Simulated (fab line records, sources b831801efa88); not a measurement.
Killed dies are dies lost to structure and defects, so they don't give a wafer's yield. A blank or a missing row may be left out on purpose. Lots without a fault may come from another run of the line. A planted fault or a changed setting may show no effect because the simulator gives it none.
A struck lot beside a sound one | flow gf180mcu | 30 steps out of a route of 602
Sound: wafers L168.2, L168.5, L168.6. Struck: wafers L181.2, L181.5, L181.6. The cause comes at the end.
At each step with rows: each side's tool, then ch and its chambers, then its first start. Under that, the readings that differ: sound wafers | struck wafers | difference of the means | sigmas: that difference in standard deviations of wafers without a fault.
alike: readings whose means differ by less than 2 such deviations, and words and numbers that are the same on both sides. not compared: withheld readings, readings that some wafer has no value for, bounds like >300 that may hide the same value, and numbers for which the record gives no deviation and whose values overlap.
The two part at a step that has a row with sigmas, a row that says differs or no value, or rows on one side only. Numbers that don't overlap but have no deviation are shown without sigmas and don't part them. A reading that every wafer of one side lacks parts them only if that side has two wafers or more.

first, 7 steps without rows for these wafers: GF_DUAL_GATE_DEHYDRATE_04 (time 60 s); GF_DUAL_GATE_HMDS_05 (prime time 60 s); GF_DUAL_GATE_COAT_06 (resist thk 1000 nm); GF_DUAL_GATE_SOFTBAKE_07 (time 60 s); GF_DUAL_GATE_EXPOSE_08 (exposes mask Dualgate, target cd 700 nm); GF_DUAL_GATE_PEB_09; GF_DUAL_GATE_DEVELOP_10 (develop time 60 s).
GF_DUAL_GATE_OVL_MEAS_11:
  sound on overlay-02, day 9 12:57; struck on overlay-01, day 13 05:03
  alike: DUAL_GATE_OVL
then, 1 step without rows for these wafers: GF_DUAL_GATE_WET_ETCH_12 (etches SiO2 in dHF, target depth 13 nm, time 260 s).
GF_DUAL_GATE_STRIP_13: strips in O2/N2.
  sound on plasma_asher-03 ch 0,1, day 9 13:04; struck on plasma_asher-02 ch 0,1, day 13 05:10
  reading            | sound       | struck      | difference | sigmas
  heater_power_w (W) | 312 297 316 | 369 391 366 | +67        | +2
  alike: drypump_motor_current_A, oes_product_au, strip_time_to_endpoint_s
  not compared: rf_hours_counter_h
then, 2 steps without rows for these wafers: GF_DUAL_GATE_CLEAN_14 (cleans in SC1/SC2, time 150 s); GF_DUAL_GATE_OXIDATION_15 (stabilise 600 s, purge 300 s, target thk 7.098 nm).
GF_POLY_GATE_CVD_00: deposits poly-Si, target thk 200 nm, time 1200 s.
  sound on lpcvd-01 ch 0, day 9 14:48; struck on lpcvd-02 ch 0, day 13 07:44
  reading                                       | sound             | struck            | difference | sigmas
  spike_tc_bottom_C (C)                         | 640.3 640.2 637.8 | 630.2 628.6 628.6 | -10.3      | -9
  spike_tc_centre_C (C)                         | 621.0 620.7 620.5 | 611.8 611.1 612.8 | -8.8       | -7
  spike_tc_lower_C (C)                          | 619.2 620.5 619.6 | 683.8 685.5 684.8 | +64.9      | +59
  zone_power_bottom_pct (%)                     | 14.0 14.1 14.0    | 7.7 7.6 7.8       | -6.3       | -7
  zone_power_centre_pct (%)                     | 9.0 8.9 8.9       | 4.1 4.1 4.1       | -4.8       | -10
  zone_power_lower_pct (%)                      | 9.8 9.8 9.7       | 27.3 26.6 27.2    | +17.3      | +12
  model.poly-Si_of_POLY_GATE_CVD_00.thk_nm (nm) | 196.3 196.4 198.1 | 283 227.5 217     | +46        |
GF_POLY_GATE_THK_MEAS_01:
  sound on film_metro-01, day 9 16:09; struck on film_metro-01, day 13 09:05
  reading                   | sound             | struck            | difference | sigmas
  POLY_GATE_CVD_00_THK (nm) | 196.4 196.3 198.0 | 283.0 227.3 216.8 | +45.5      | +27
then, 8 steps without rows for these wafers: GF_POLY_GATE_DEHYDRATE_02 (time 60 s); GF_POLY_GATE_HMDS_03 (prime time 60 s); GF_POLY_GATE_COAT_04; GF_POLY_GATE_COAT_05 (resist thk 700 nm); GF_POLY_GATE_SOFTBAKE_06 (time 60 s); GF_POLY_GATE_EXPOSE_07 (exposes mask Poly2, target cd 280 nm); GF_POLY_GATE_PEB_08 (peb time 90 s); GF_POLY_GATE_DEVELOP_09 (develop time 60 s).
GF_POLY_GATE_CD_MEAS_10: target cd 280 nm.
  sound on cd_sem-01, day 10 08:57; struck on cd_sem-01, day 14 05:31
  alike: cd_nm
GF_POLY_GATE_OVL_MEAS_11:
  sound on overlay-02, day 10 09:04; struck on overlay-02, day 14 05:37
  alike: POLY_GATE_OVL
GF_POLY_GATE_ETCH_12: etches BARC in N2/H2.
  sound on rie_diel-01 ch 2,3, day 10 09:05; struck on rie_diel-01 ch 2,3, day 14 05:38
  alike: drypump_motor_current_A, oes_product_au, rf_fwd_power_W, throttle_valve_pct
GF_POLY_GATE_ETCH_13: etches poly-Si in HBr/Cl2, stops on SiO2, target depth 198.5 nm, time 69.6 s.
  sound on rie_si-01 ch 1,2,3, day 10 09:08; struck on rie_si-02 ch 1,2,3, day 14 05:42
  alike: drypump_motor_current_A, he_backside_leak_sccm, oes_product_au, rf_fwd_power_W, throttle_valve_pct
  not compared: rf_hours_counter_h
GF_POLY_GATE_STRIP_14: strips in O2/N2.
  sound on plasma_asher-04 ch 0,1, day 10 09:11; struck on plasma_asher-01 ch 0,1, day 14 05:45
  alike: drypump_motor_current_A, heater_power_w, oes_product_au
  not compared: rf_hours_counter_h
GF_POLY_GATE_CLEAN_15: cleans in SC1/SC2, time 150 s.
  sound on wet_bench-01 ch 2, day 10 09:17; struck on wet_bench-01 ch 0, day 14 05:51
  reading                                       | sound             | struck            | difference | sigmas
  model.poly-Si_of_POLY_GATE_CVD_00.thk_nm (nm) | 195.6 195.8 197.5 | 282.3 226.8 216.3 | +45.5      |
then, 1 step without rows for these wafers: GF_POLY_GATE_OXIDATION_16 (stabilise 600 s, purge 300 s, target thk 4 nm).
-- the record jumps here: 20 days lie between the struck wafers' starts before and after (it left off in module POLY_GATE and takes up again in module PASSIVATION, whose first step shown is number 602 of the route) --
GF_PASSIVATION_PROBE_99:
  the record has rows for the struck wafers here (prober-02, day 33 21:01) and none for the sound ones

WHERE THEY PART
First at GF_DUAL_GATE_STRIP_13; last, within this record, at GF_PASSIVATION_PROBE_99.

WHY: what the simulator had put in
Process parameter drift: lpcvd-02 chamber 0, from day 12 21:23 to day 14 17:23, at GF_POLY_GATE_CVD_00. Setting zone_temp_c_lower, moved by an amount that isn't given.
